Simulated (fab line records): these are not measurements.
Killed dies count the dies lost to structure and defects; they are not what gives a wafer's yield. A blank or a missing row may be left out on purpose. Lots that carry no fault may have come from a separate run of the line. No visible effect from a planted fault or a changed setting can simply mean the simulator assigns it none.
fab line records | flow sky130
[record] lots = 6 | wafers = 18 | last-day = 50
route steps=708 shown LI_CONTACT@385 LOCAL_INTERCONNECT@387 PAD_OPEN@708
lots that met no fault: taken from a fault-free run of the same line
start-h: the number of hours between the record's first day and the start of the first shown wafer of the lot | wait-h: hours from the lot's prior step to this one | " repeats the value in the row above | L1.1+2: a row that stands for several wafers | - value missing, or start not given | * or withheld: withheld | < > ~ a bound
route shown NAME@n: a module of which the file shows steps, and the number in the route of the first | usual: mean/standard deviation taken from wafers without a fault | same: alike in all rows | chamber/n: place in a boat | sites: each site's reading | _std_site: standard deviation of those values | _edge_site: inner sites' mean taken away from outer sites' mean | radius-mm: for every site, how far away it sits from the centre of the wafer | mask NAME#n: copy n | behind: the most recent tool/chamber to have shaped the wafer | hold: why the lot went on hold/how many hours it stayed there/how the hold came to an end | device: which transistor (n, p or np) failed to switch | end of line: the same wafers' tests at the end of the route | a step with no rows: only its recipe | killed: count of dies lost to structure and defects at first sort (not the wafer's yield) | map: per-die view of a wafer (x killed, . not killed, _ where there is no die)
set.NAME: the setting the step ran with; set.NAME@STEP: the setting that earlier step ran with | model.NAME: the simulator's own value behind a step, which no gauge read
lots at some steps of the route; a table a step, a row a wafer
services: a tool's chamber out of use, with start hour (start-h, from the record's first day; less than 0 if before it), hours out, and reason
[[steps]]
[step SKY_LI_CONTACT_THK_MEAS_23]
[recipe] thk-meas-gauge = xrf | reads = W_of_LI_CONTACT_CVD_21
[usual] LI_CONTACT_W_THK = 401/11
lot.wafer | tool          | chamber | start-h | wait-h | LI_CONTACT_W_THK[nm]
L578.1    | film-metro-01 | -       | 688.76  | 0.1    | 397
L578.5    | "             | -       | "       | "      | 410
L578.6    | "             | -       | "       | "      | 399
L588.1    | film-metro-03 | -       | 766.53  | 0.1    | 396
L588.2    | "             | -       | "       | "      | 414
L588.6    | "             | -       | "       | "      | 413
L590.3    | film-metro-02 | -       | 780.70  | 0.1    | 404
L590.4    | "             | -       | "       | "      | 387
L590.6    | "             | -       | "       | "      | 403
L592.2    | film-metro-02 | -       | 806.27  | 0.1    | 400
L592.4    | "             | -       | "       | "      | 400
L592.5    | "             | -       | "       | "      | 395
L595.1    | film-metro-02 | -       | 823.03  | 0.1    | 393
L595.3    | "             | -       | "       | "      | 386
L595.6    | "             | -       | "       | "      | 389
L599.1    | film-metro-02 | -       | 853.95  | 0.1    | 392
L599.2    | "             | -       | "       | "      | 388
L599.6    | "             | -       | "       | "      | 386
[step SKY_LI_CONTACT_CMP_24]
[recipe] stop-on = PSG | t-overpolish-s = 20 | down-force-psi = 3.5 | platen-rpm = 60 | target-thk-nm = 0 | pad-velocity-m-s = 0.94248
[usual] motor-current-A = 11.1/1.2 | overpolish-run-s = 20.000/0.0091 | time-to-endpoint-s = 98/3.1
lot.wafer | tool   | chamber | start-h | wait-h | motor-current-A | overpolish-run-s | time-to-endpoint-s
L578.1    | cmp-02 | 3       | 688.97  | 0.2    | 10.0            | 20.019           | 98
L578.6    | "      | 0       | "       | "      | 11.9            | 20.002           | 94
L578.5    | "      | 1       | "       | "      | 11.9            | 20.015           | 100
L588.1    | cmp-02 | 1       | 766.59  | 0.1    | 12.2            | 19.994           | 96
L588.2    | "      | 3       | "       | "      | 10.0            | 19.997           | 96
L588.6    | "      | 1       | "       | "      | 12.0            | 20.010           | 100
L590.4    | cmp-02 | 1       | 780.74  | 0.0    | 11.7            | 20.008           | 91
L590.3    | "      | 0       | "       | "      | 12.5            | 20.010           | 95
L590.6    | "      | 2       | "       | "      | 9.6             | 19.999           | 98
L592.4    | cmp-01 | 1       | 806.32  | 0.0    | 8.6             | 20.006           | 100
L592.2    | "      | 3       | "       | "      | 13.0            | 19.997           | 98
L592.5    | "      | 2       | "       | "      | 11.3            | 20.011           | 99
L595.1    | cmp-02 | 2       | 823.38  | 0.3    | 10.8            | 20.020           | 94
L595.3    | "      | 3       | "       | "      | 9.9             | 19.995           | 93
L595.6    | "      | 2       | "       | "      | 10.0            | 20.002           | 93
L599.1    | cmp-01 | 0       | 854.17  | 0.2    | 11.6            | 19.988           | 100
L599.2    | "      | 1       | "       | "      | 9.0             | 20.002           | 97
L599.6    | "      | 2       | "       | "      | 10.9            | 20.009           | 102
[step SKY_LOCAL_INTERCONNECT_SPUTTER_00]
[recipe] material = TiN | target-thk-nm = 100 | temp-c = 300 | power-w = 6500 | time-s = 83.3 | chamber-pressure-pa = 0.4
[usual] throttle-valve-pct = 30.2/0.88
lot.wafer | tool           | chamber | start-h | wait-h | throttle-valve-pct
L578.1    | pvd-sputter-02 | -       | 689.12  | 0.1    | 31.0
L578.5    | "              | -       | "       | "      | 29.8
L578.6    | "              | -       | "       | "      | 29.9
L588.1    | pvd-sputter-04 | -       | 766.89  | 0.2    | 29.6
L588.2    | "              | -       | "       | "      | 31.4
L588.6    | "              | -       | "       | "      | 30.9
L590.3    | pvd-sputter-03 | -       | 781.04  | 0.1    | 31.6
L590.4    | "              | -       | "       | "      | 31.1
L590.6    | "              | -       | "       | "      | 31.2
L592.2    | pvd-sputter-02 | -       | 806.62  | 0.1    | 28.2
L592.4    | "              | -       | "       | "      | 30.9
L592.5    | "              | -       | "       | "      | 30.0
L595.1    | pvd-sputter-02 | -       | 823.68  | 0.2    | 28.3
L595.3    | "              | -       | "       | "      | 30.9
L595.6    | "              | -       | "       | "      | 28.4
L599.1    | pvd-sputter-04 | -       | 854.37  | 0.1    | 31.5
L599.2    | "              | -       | "       | "      | 30.8
L599.6    | "              | -       | "       | "      | 30.8
[step SKY_LOCAL_INTERCONNECT_RS_MEAS_01]
[recipe] thk-meas-gauge = four-point-probe | reads = TiN_of_LOCAL_INTERCONNECT_SPUTTER_00
[usual] LOCAL_INTERCONNECT_TIN_RS = 14.11/0.11
lot.wafer | tool          | chamber | start-h | wait-h | LOCAL_INTERCONNECT_TIN_RS[ohm/sq]
L578.1    | film-metro-03 | -       | 689.18  | 0.0    | 14.11
L578.5    | "             | -       | "       | "      | 14.12
L578.6    | "             | -       | "       | "      | 14.10
L588.1    | film-metro-02 | -       | 766.95  | 0.0    | 14.19
L588.2    | "             | -       | "       | "      | 14.19
L588.6    | "             | -       | "       | "      | 14.21
L590.3    | film-metro-04 | -       | 781.14  | 0.1    | 14.20
L590.4    | "             | -       | "       | "      | 14.23
L590.6    | "             | -       | "       | "      | 14.01
L592.2    | film-metro-04 | -       | 806.70  | 0.1    | 14.00
L592.4    | "             | -       | "       | "      | 14.06
L592.5    | "             | -       | "       | "      | 13.94
L595.1    | film-metro-03 | -       | 823.74  | 0.0    | 14.31
L595.3    | "             | -       | "       | "      | 14.17
L595.6    | "             | -       | "       | "      | 14.17
L599.1    | film-metro-04 | -       | 854.44  | 0.0    | 14.17
L599.2    | "             | -       | "       | "      | 14.17
L599.6    | "             | -       | "       | "      | 14.13
[step SKY_LOCAL_INTERCONNECT_THK_MEAS_02]
[recipe] thk-meas-gauge = xrf | reads = TiN_of_LOCAL_INTERCONNECT_SPUTTER_00
[usual] LOCAL_INTERCONNECT_TIN_THK = 99.4/0.82
lot.wafer | tool          | chamber | start-h | wait-h | LOCAL_INTERCONNECT_TIN_THK[nm]
L578.1    | film-metro-03 | -       | 689.30  | 0.1    | 99.3
L578.5    | "             | -       | "       | "      | 99.3
L578.6    | "             | -       | "       | "      | 99.9
L588.1    | film-metro-02 | -       | 767.07  | 0.1    | 98.0
L588.2    | "             | -       | "       | "      | 98.2
L588.6    | "             | -       | "       | "      | 98.4
L590.3    | film-metro-04 | -       | 781.24  | 0.1    | 99.3
L590.4    | "             | -       | "       | "      | 98.2
L590.6    | "             | -       | "       | "      | 100.4
L592.2    | film-metro-04 | -       | 806.81  | 0.1    | 100.6
L592.4    | "             | -       | "       | "      | 100.0
L592.5    | "             | -       | "       | "      | 100.8
L595.1    | film-metro-03 | -       | 823.86  | 0.1    | 99.2
L595.3    | "             | -       | "       | "      | 99.7
L595.6    | "             | -       | "       | "      | 99.6
L599.1    | film-metro-04 | -       | 854.56  | 0.1    | 99.5
L599.2    | "             | -       | "       | "      | 99.5
L599.6    | "             | -       | "       | "      | 99.3
[step SKY_LOCAL_INTERCONNECT_DEHYDRATE_03]
[recipe] temp-c = 200 | time-s = 60
[step SKY_LOCAL_INTERCONNECT_HMDS_04]
[recipe] prime-time-s = 60 | prime-temp-c = 120
[step SKY_LOCAL_INTERCONNECT_COAT_05]
[recipe] resist = BARC | temp-c = withheld | time-s = withheld | spin-rpm = 3000 | resist-thk-nm = 60
[step SKY_LOCAL_INTERCONNECT_COAT_06]
[recipe] resist = KrF-thick | spin-rpm = 3000 | resist-thk-nm = 450
[step SKY_LOCAL_INTERCONNECT_SOFTBAKE_07]
[recipe] temp-c = 100 | time-s = 90 | resist = KrF-thick
[step SKY_LOCAL_INTERCONNECT_EXPOSE_08]
[recipe] mask-id = LI1M | na = 0.8 | source-shape = annular | sigma-inner = 0.55 | sigma-outer = 0.85 | target-cd-nm = 170 | dose-mj = 28
[step SKY_LOCAL_INTERCONNECT_PEB_09]
[recipe] peb-temp-c = withheld | peb-time-s = withheld | resist = KrF-thick
[step SKY_LOCAL_INTERCONNECT_DEVELOP_10]
[recipe] develop-time-s = 60 | resist = KrF-thick | dev-temp-c = 21
[usual] developer-temp-C = 21.03/0.099 | exhaust-pa = 44.9/0.86
lot.wafer | tool           | chamber | start-h | wait-h | developer-temp-C | exhaust-pa
L578.1    | litho-track-03 | 0       | 716     | -      | 20.90            | 43.9
L578.5    | "              | 0       | "       | "      | 21.08            | 43.6
L578.6    | "              | 0       | "       | "      | 20.80            | 44.9
L588.1    | litho-track-04 | 0       | 794     | -      | 23.16            | 45.8
L588.2    | "              | 0       | "       | "      | 23.16            | 46.4
L588.6    | "              | 0       | "       | "      | 23.25            | 45.2
L590.3    | litho-track-04 | 0       | 807     | -      | 23.14            | 45.7
L590.4    | "              | 0       | "       | "      | 23.25            | 45.0
L590.6    | "              | 0       | "       | "      | 23.13            | 45.2
L592.2    | litho-track-02 | 0       | 831     | -      | 20.96            | 45.7
L592.4    | "              | 0       | "       | "      | 20.99            | 44.9
L592.5    | "              | 0       | "       | "      | 21.00            | 45.6
L595.1    | litho-track-02 | 0       | 849     | -      | 20.95            | 43.5
L595.3    | "              | 0       | "       | "      | 21.06            | 43.6
L595.6    | "              | 0       | "       | "      | 21.06            | 43.5
L599.1    | litho-track-04 | 0       | 879     | -      | 21.02            | 45.0
L599.2    | "              | 0       | 880     | -      | 20.95            | 46.6
L599.6    | "              | 0       | "       | "      | 21.14            | 46.0
[step SKY_LOCAL_INTERCONNECT_CD_MEAS_11]
[recipe] target-cd-nm = 170
[usual] cd-nm = 170.7/1.6
lot.wafer | tool      | chamber | start-h | wait-h | cd-nm
L578.1    | cd-sem-02 | -       | 716.87  | -      | 170.1
L578.5    | "         | -       | "       | "      | 170.2
L578.6    | "         | -       | "       | "      | 171.0
L588.1    | cd-sem-01 | -       | 794.40  | -      | 170.5
L588.2    | "         | -       | "       | "      | 170.5
L588.6    | "         | -       | "       | "      | 169.6
L590.3    | cd-sem-02 | -       | 807.69  | -      | 168.2
L590.4    | "         | -       | "       | "      | 168.4
L590.6    | "         | -       | "       | "      | 167.3
L592.2    | cd-sem-01 | -       | 831.87  | -      | 171.7
L592.4    | "         | -       | "       | "      | 171.2
L592.5    | "         | -       | "       | "      | 170.1
L595.1    | cd-sem-01 | -       | 850.00  | -      | 169.7
L595.3    | "         | -       | "       | "      | 170.5
L595.6    | "         | -       | "       | "      | 171.7
L599.1    | cd-sem-02 | -       | 880.15  | -      | 173.3
L599.2    | "         | -       | "       | "      | 173.2
L599.6    | "         | -       | "       | "      | 173.7
[step SKY_PAD_OPEN_PROBE_99]
[usual] killed_at_M0_to_M3 = 45/7 | killed_at_M4_up = 3.4/1.8 | killed-at-contacts = 24/5.4 | killed-at-front-end = 16/4.8 | killed-at-other = 0.4/0.62 | killed-dies = 89/10 | killed-on-rim = 17/3.5 | killed-open = 48/7.2 | killed-short = 40/6.3
[same] gross-dies = 492 | killed-at-back-side = 0
lot.wafer | tool      | chamber | start-h | wait-h | killed_at_M0_to_M3 | killed_at_M4_up | killed-at-contacts | killed-at-front-end | killed-at-other | killed-dies | killed-on-rim | killed-open | killed-short
L578.1    | prober-02 | -       | 1082.77 | 0.1    | 44                 | 3               | 17                 | 20                  | 0               | 84          | 18            | 48          | 36
L578.5    | prober-02 | -       | 1082.97 | 0.2    | 52                 | 3               | 15                 | 21                  | 0               | 91          | 15            | 48          | 42
L578.6    | prober-02 | -       | 1083.02 | 0.2    | 55                 | 7               | 25                 | 19                  | 0               | 106         | 18            | 54          | 51
L588.1    | prober-02 | -       | 1141.49 | 0.1    | 40                 | 2               | 20                 | 17                  | 0               | 79          | 13            | 44          | 35
L588.2    | prober-02 | -       | 1141.54 | 0.1    | 45                 | 4               | 30                 | 19                  | 1               | 99          | 24            | 56          | 43
L588.6    | prober-02 | -       | 1141.74 | 0.2    | 43                 | 0               | 19                 | 14                  | 0               | 76          | 15            | 45          | 31
L590.3    | prober-02 | -       | 1150.07 | 0.2    | 42                 | 4               | 21                 | 10                  | 2               | 79          | 15            | 36          | 42
L590.4    | prober-02 | -       | 1150.12 | 0.2    | 35                 | 2               | 35                 | 16                  | 0               | 88          | 19            | 43          | 44
L590.6    | prober-02 | -       | 1150.22 | 0.2    | 54                 | 2               | 33                 | 9                   | 0               | 98          | 19            | 56          | 42
L592.2    | prober-02 | -       | 1167.42 | 0.1    | 37                 | 3               | 20                 | 12                  | 1               | 73          | 15            | 39          | 34
L592.4    | prober-02 | -       | 1167.52 | 0.2    | 50                 | 1               | 28                 | 25                  | 0               | 104         | 31            | 59          | 45
L592.5    | prober-02 | -       | 1167.57 | 0.2    | 48                 | 4               | 22                 | 16                  | 1               | 91          | 15            | 52          | 37
L595.1    | prober-02 | -       | 1177.96 | 0.1    | 47                 | 1               | 23                 | 14                  | 0               | 85          | 16            | 43          | 42
L595.3    | prober-02 | -       | 1178.06 | 0.2    | 60                 | 2               | 25                 | 18                  | 0               | 105         | 19            | 55          | 50
L595.6    | prober-02 | -       | 1178.21 | 0.2    | 52                 | 2               | 21                 | 22                  | 0               | 97          | 23            | 54          | 43
L599.1    | prober-01 | -       | 1196.17 | 0.1    | 35                 | 1               | 30                 | 12                  | 0               | 78          | 13            | 41          | 37
L599.2    | prober-01 | -       | 1196.22 | 0.1    | 41                 | 3               | 27                 | 14                  | 0               | 85          | 17            | 48          | 37
L599.6    | prober-01 | -       | 1196.42 | 0.2    | 45                 | 7               | 29                 | 20                  | 0               | 101         | 16            | 55          | 46
// killed by level:class
L578.1 VIA1:geometric-particle:open=14 VIA2:geometric-particle:open=8 POLY_GATE:geometric-particle:short=7 METAL2:geometric-particle:short=6 FIELD_ISO:geometric-particle:open=5 METAL1:geometric-particle:short=5 LOCAL_INTERCONNECT:geometric-particle:open=4 CONTACT:geometric-particle:short=4
L578.5 VIA1:geometric-particle:open=13 VIA2:geometric-particle:open=9 VIA1:geometric-particle:short=9 VIA3:geometric-particle:open=7 FIELD_ISO:geometric-particle:short=6 FIELD_ISO:geometric-particle:open=6 CONTACT:geometric-particle:open=6 METAL2:geometric-particle:short=4
L578.6 VIA1:geometric-particle:open=12 VIA2:geometric-particle:open=11 VIA1:geometric-particle:short=7 VIA3:geometric-particle:open=6 FIELD_ISO:geometric-particle:short=5 LI_CONTACT:geometric-particle:short=5 LI_CONTACT:geometric-particle:open=5 CONTACT:geometric-particle:open=5
L588.1 VIA3:geometric-particle:open=8 VIA2:geometric-particle:open=8 CONTACT:geometric-particle:short=7 CONTACT:geometric-particle:open=6 POLY_GATE:geometric-particle:open=5 VIA1:geometric-particle:short=5 VIA1:geometric-particle:open=5 FIELD_ISO:geometric-particle:short=4
L588.2 CONTACT:geometric-particle:open=12 VIA1:geometric-particle:open=11 VIA2:geometric-particle:open=10 CONTACT:geometric-particle:short=7 VIA1:geometric-particle:short=6 METAL1:geometric-particle:short=6 FIELD_ISO:geometric-particle:short=5 POLY_GATE:geometric-particle:open=5
L588.6 VIA1:geometric-particle:open=14 CONTACT:geometric-particle:short=6 VIA2:geometric-particle:open=6 FIELD_ISO:geometric-particle:open=5 LI_CONTACT:geometric-particle:open=5 VIA3:geometric-particle:open=5 CONTACT:geometric-particle:open=4 METAL1:geometric-particle:short=4
L590.3 METAL1:geometric-particle:short=12 VIA3:geometric-particle:open=6 LI_CONTACT:geometric-particle:open=5 CONTACT:geometric-particle:open=5 VIA2:geometric-particle:open=5 METAL2:geometric-particle:short=5 FIELD_ISO:geometric-particle:open=4 LOCAL_INTERCONNECT:geometric-particle:short=4
L590.4 CONTACT:geometric-particle:open=16 METAL2:geometric-particle:short=9 VIA1:geometric-particle:open=9 LOCAL_INTERCONNECT:geometric-particle:short=8 POLY_GATE:geometric-particle:short=5 FIELD_ISO:geometric-particle:open=4 LI_CONTACT:geometric-particle:short=4 VIA3:geometric-particle:open=4
L590.6 CONTACT:geometric-particle:open=13 VIA1:geometric-particle:open=11 LI_CONTACT:geometric-particle:open=10 VIA1:geometric-particle:short=8 VIA2:geometric-particle:open=8 METAL1:geometric-particle:short=6 VIA3:geometric-particle:open=6 VIA3:geometric-particle:short=5
L592.2 CONTACT:geometric-particle:open=7 VIA1:geometric-particle:open=6 VIA2:geometric-particle:open=6 LI_CONTACT:geometric-particle:open=5 METAL1:geometric-particle:short=5 POLY_GATE:geometric-particle:short=4 VIA2:geometric-particle:short=4 VIA3:geometric-particle:open=4
L592.4 VIA1:geometric-particle:open=11 CONTACT:geometric-particle:open=9 LI_CONTACT:geometric-particle:open=8 VIA2:geometric-particle:open=8 VIA3:geometric-particle:open=7 FIELD_ISO:geometric-particle:short=6 POLY_GATE:geometric-particle:open=6 METAL1:geometric-particle:short=6
L592.5 VIA1:geometric-particle:open=12 CONTACT:geometric-particle:open=9 METAL1:geometric-particle:short=7 METAL2:geometric-particle:short=7 VIA2:geometric-particle:open=7 LI_CONTACT:geometric-particle:open=6 FIELD_ISO:geometric-particle:open=5 CONTACT:geometric-particle:short=4
L595.1 CONTACT:geometric-particle:open=12 VIA1:geometric-particle:open=10 METAL1:geometric-particle:short=9 METAL2:geometric-particle:short=6 FIELD_ISO:geometric-particle:short=5 VIA2:geometric-particle:short=5 POLY_GATE:geometric-particle:open=4 LI_CONTACT:geometric-particle:open=4
L595.3 VIA1:geometric-particle:open=18 METAL2:geometric-particle:short=14 CONTACT:geometric-particle:open=9 LI_CONTACT:geometric-particle:open=7 POLY_GATE:geometric-particle:short=6 VIA3:geometric-particle:open=5 METAL3:geometric-particle:short=5 FIELD_ISO:geometric-particle:short=4
L595.6 VIA1:geometric-particle:open=11 VIA2:geometric-particle:open=11 CONTACT:geometric-particle:short=8 CONTACT:geometric-particle:open=8 VIA3:geometric-particle:open=7 METAL2:geometric-particle:short=7 METAL1:geometric-particle:short=5 POLY_GATE:geometric-particle:open=5
L599.1 CONTACT:geometric-particle:open=9 VIA1:geometric-particle:open=7 CONTACT:geometric-particle:short=6 LI_CONTACT:geometric-particle:open=6 LOCAL_INTERCONNECT:geometric-particle:short=6 METAL1:geometric-particle:short=5 VIA1:geometric-particle:short=5 VIA2:geometric-particle:open=5
L599.2 VIA1:geometric-particle:open=12 VIA2:geometric-particle:open=9 CONTACT:geometric-particle:short=8 CONTACT:geometric-particle:open=8 POLY_GATE:geometric-particle:short=6 VIA3:geometric-particle:open=6 LI_CONTACT:geometric-particle:open=5 LOCAL_INTERCONNECT:geometric-particle:short=3
L599.6 VIA1:geometric-particle:open=15 LI_CONTACT:geometric-particle:open=10 LOCAL_INTERCONNECT:geometric-particle:short=8 VIA1:geometric-particle:short=7 VIA3:geometric-particle:open=6 VIA2:geometric-particle:open=6 FIELD_ISO:geometric-particle:open=5 CONTACT:geometric-particle:open=5
[[services]]
tool           | chamber | start-h | hours | kind
cmp-02         | -       | 671.83  | 1.2   | repair
pvd-sputter-02 | -       | 672.58  | 3.7   | repair
cmp-02         | -       | 679.89  | 1.1   | repair
cmp-02         | -       | 683.72  | 0.5   | repair
litho-track-04 | -       | 694.43  | -     | consumable-replace:filter
cmp-01         | -       | 744.07  | 4.0   | pm
cmp-01         | -       | 748.07  | -     | consumable-replace:conditioner
cmp-01         | -       | 748.07  | -     | consumable-replace:pad
cmp-02         | -       | 771.08  | 0.4   | repair
pvd-sputter-03 | -       | 816.81  | 5.6   | repair
cmp-01         | -       | 822.74  | 0.8   | repair
cmp-02         | -       | 839.59  | 19.0  | pm
pvd-sputter-02 | -       | 842.51  | 5.4   | repair
pvd-sputter-02 | -       | 877.15  | 2.6   | repair
[[key]]
[first-sign] step = SKY_LOCAL_INTERCONNECT_DEVELOP_10 | reading = developer-temp-C | direction = up | sigmas = 22 | usual = * | struck = *
effect none on later readings
met-at SKY_LOCAL_INTERCONNECT_DEVELOP_10
struck-wafers L588.1,L588.2,L588.6,L590.3,L590.4,L590.6
tester-left-out L588,L590
[loop-trim] step = SKY_LOCAL_INTERCONNECT_EXPOSE_08 | setting = dose | lots = L590
[fault] kind = process-parameter-drift | tool = litho-track-04 | chamber = - | onset-h = 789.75 | steps = SKY_LOCAL_INTERCONNECT_DEVELOP_10 | channel = dev-temp-c | offset = * | shape = step | end-h = 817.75 | acts-in = * | stated = *
// tester-left-out: of these lots the tester's yield and bins aren't shown, on N5 and GAA mostly nor the transistor test; their killed dies are dies lost to structure and defects alone, not to doping, threshold or leakage, so they don't give the yield
// loop-trim: a control loop set the setting to another value than it would have without faults
